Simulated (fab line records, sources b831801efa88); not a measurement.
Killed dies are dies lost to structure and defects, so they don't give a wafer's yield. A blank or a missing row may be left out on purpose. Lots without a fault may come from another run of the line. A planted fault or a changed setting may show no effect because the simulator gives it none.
Which tool did it? | flow gf180mcu | 14 lots, 42 wafers sampled, at 4 steps of a route of 602

WHAT THE GAUGES READ, wafer by wafer
GF_HV_LDD_OVL_MEAS_32.
lot  | measured     | on         | HV_LDD_02_OVL (nm)
L663 | day 11 15:02 | overlay-01 | -2.6 -2.5 -1.7
L664 | day 11 20:25 | overlay-01 | -3.5 -2.8 -2.8
L665 | day 12 02:17 | overlay-01 | -1.7 -2.3 -1.7
L667 | day 12 16:07 | overlay-01 | -1.9 -1.9 -2.2
L668 | day 13 03:01 | overlay-02 | -2.0 -1.7 -2.3
L670 | day 13 18:18 | overlay-02 | -0.6 -1.2 -0.3
L672 | day 14 08:58 | overlay-02 | -0.9 -0.1 -0.4
L675 | day 15 17:44 | overlay-01 | -0.4 -1.4 -1.5
L676 | day 15 20:31 | overlay-02 | -1.5 -0.4 -2.2
L678 | day 16 12:48 | overlay-02 | -1.9 -2.1 -1.5
L680 | day 16 22:05 | overlay-02 | -0.6 -1.2 -0.6
L684 | day 18 04:40 | overlay-01 | -0.7 -1.8 -1.8
L685 | day 18 21:21 | overlay-02 | -1.2 0.3 -1.5
L686 | day 19 03:22 | overlay-01 | 0.1 0.2 0.9

GF_HV_LDD_THK_MEAS_55.
lot  | measured     | on            | HV_LDD_CVD_54_THK (nm)
L663 | day 12 12:01 | film_metro-01 | 9.99 10.05 10.03
L664 | day 12 18:14 | film_metro-01 | 10.00 9.89 9.93
L665 | day 12 23:37 | film_metro-04 | 10.09 10.02 10.00
L667 | day 13 15:59 | film_metro-03 | 9.92 9.77 9.80
L668 | day 14 01:56 | film_metro-04 | 10.11 10.04 10.18
L670 | day 14 21:22 | film_metro-01 | 10.10 9.90 10.23
L672 | day 15 05:39 | film_metro-01 | 9.86 9.87 9.89
L675 | day 16 18:36 | film_metro-04 | 10.14 9.99 10.00
L676 | day 16 20:57 | film_metro-03 | 9.64 9.68 9.69
L678 | day 17 13:21 | film_metro-03 | 9.96 10.12 9.90
L680 | day 18 00:09 | film_metro-01 | 9.93 9.93 9.92
L684 | day 19 07:04 | film_metro-03 | 9.89 9.80 9.75
L685 | day 20 00:57 | film_metro-03 | 9.73 9.73 9.85
L686 | day 20 05:49 | film_metro-04 | 9.79 9.81 9.82

WHICH TOOL RAN EACH LOT (tool, then ch and the chambers of the sampled wafers, then the start)
lot  | GF_VT_IMPLANT_STRIP_20               | GF_HV_LDD_CLEAN_51
L663 | plasma_asher-04 ch 1, day 6 07:56    | wet_bench-04 ch 0, day 12 10:45
L664 | plasma_asher-01 ch 0,1, day 6 11:00  | wet_bench-04 ch 3, day 12 16:53
L665 | plasma_asher-01 ch 0,1, day 6 17:38  | wet_bench-01 ch 0, day 12 22:20
L667 | plasma_asher-01 ch 0,1, day 7 05:53  | wet_bench-04 ch 2, day 13 13:28
L668 | plasma_asher-02 ch 0,1, day 7 14:10  | wet_bench-01 ch 2, day 14 00:01
L670 | plasma_asher-01 ch 0,1, day 8 03:14  | wet_bench-03 ch 3, day 14 20:06
L672 | plasma_asher-02 ch 0,1, day 8 13:02  | wet_bench-04 ch 0, day 15 04:23
L675 | plasma_asher-04 ch 0,1, day 9 11:11  | wet_bench-04 ch 2, day 16 17:18
L676 | plasma_asher-02 ch 0,1, day 9 18:02  | wet_bench-04 ch 3, day 16 19:41
L678 | plasma_asher-02 ch 0,1, day 10 04:11 | wet_bench-01 ch 2, day 17 12:05
L680 | plasma_asher-02 ch 0,1, day 10 18:29 | wet_bench-01 ch 3, day 17 22:53
L684 | plasma_asher-04 ch 0,1, day 11 17:41 | wet_bench-03 ch 2, day 19 05:44
L685 | plasma_asher-02 ch 0,1, day 12 00:56 | wet_bench-01 ch 1, day 19 23:41
L686 | plasma_asher-02 ch 0,1, day 12 09:55 | wet_bench-03 ch 2, day 20 04:33
- GF_VT_IMPLANT_STRIP_20: strips in O2/N2.
- GF_HV_LDD_CLEAN_51: cleans in SC1/SC2, time 150 s.

WHAT THE TOOLS THEMSELVES READ (means of the sampled wafers that have a number; where no wafer has one, the mark that the record gives instead)
GF_VT_IMPLANT_STRIP_20.
lot  | tool            | drypump_motor_current_A (A) | heater_power_w (W) | o2_flow_sccm (sccm) | oes_product_au (a.u.) | strip_time_to_endpoint_s (s)
L663 | plasma_asher-04 | 5.3                         | 298                | 2993                | 0.719                 | 12.61
L664 | plasma_asher-01 | 6.0                         | 309                | 3001                | 0.715                 | 12.59
L665 | plasma_asher-01 | 6.1                         | 315                | 2992                | 0.713                 | 12.58
L667 | plasma_asher-01 | 6.0                         | 303                | 3002                | 0.714                 | 12.61
L668 | plasma_asher-02 | 5.5                         | 323                | 2994                | 0.717                 | 12.61
L670 | plasma_asher-01 | 6.1                         | 316                | 3007                | 0.714                 | 12.62
L672 | plasma_asher-02 | 5.6                         | 315                | 3006                | 0.711                 | 12.61
L675 | plasma_asher-04 | 5.7                         | 317                | 2997                | 0.720                 | 12.62
L676 | plasma_asher-02 | 5.5                         | 321                | 3001                | 0.713                 | 12.63
L678 | plasma_asher-02 | 5.6                         | 314                | 3002                | 0.719                 | 12.59
L680 | plasma_asher-02 | 5.5                         | 321                | 3000                | 0.716                 | 12.63
L684 | plasma_asher-04 | 5.7                         | 315                | 3002                | 0.715                 | 12.64
L685 | plasma_asher-02 | 5.5                         | 325                | 3000                | 0.717                 | 12.68
L686 | plasma_asher-02 | 5.6                         | 317                | 3000                | 0.711                 | 12.62

GF_HV_LDD_CLEAN_51.
lot  | tool         | run_length_s (s)
L663 | wet_bench-04 | 187
L664 | wet_bench-04 | 183
L665 | wet_bench-01 | 174
L667 | wet_bench-04 | 185
L668 | wet_bench-01 | 175
L670 | wet_bench-03 | 176
L672 | wet_bench-04 | 178
L675 | wet_bench-04 | 49
L676 | wet_bench-04 | 47
L678 | wet_bench-01 | 175
L680 | wet_bench-01 | 176
L684 | wet_bench-03 | 175
L685 | wet_bench-01 | 177
L686 | wet_bench-03 | 174

THE ANSWER, worked out from the rows above alone
Rule: what is usual is taken from the lots themselves. Put in order of their means at a reading, lots are off if they are a third of the lots or fewer, leave a main group of 4 or more, and stand apart from it by a gap of 3 or more times the standard deviation of the main group's means; of several such gaps the widest counts. A main group whose means are all the same, to the digits that the tables above print for the reading, isn't used. A lot without any number at a reading at which 4 lots or more have one is off too. The other lots that the step has rows for count as sound. The gauges are gone through in route order, then the tools' own readings, and for those a lot's mean is taken as printed above. The first step at which some lot is off is used, and at that step the reading that is off furthest; a lot without a number counts as furthest.
Off: L675, L676, at GF_HV_LDD_CLEAN_51 (run_length_s). The main group: mean 178 s, standard deviation 4.3.
A tool fits if, at that step or a process step before it, it ran every lot that is off, and no sound lot after the first of them. One fits: wet_bench-04 at GF_HV_LDD_CLEAN_51. Its last sound lot is L672 (day 15 04:23), its first lot that is off L675 (day 16 17:18): a fault that began between those two fits.
The tool's own readings at GF_HV_LDD_CLEAN_51 bear it out: on the lots that are off they differ by more than 5 times the standard deviation of the sound lots' means. run_length_s reads 48 s there against 178 s on the sound lots.

WHAT THE SIMULATOR HAD PUT IN
Process parameter drift: wet_bench-04, from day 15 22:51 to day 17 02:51, at GF_HV_LDD_CLEAN_51. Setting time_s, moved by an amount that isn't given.
Lots struck among those shown: L675, L676. The rule above found the same.
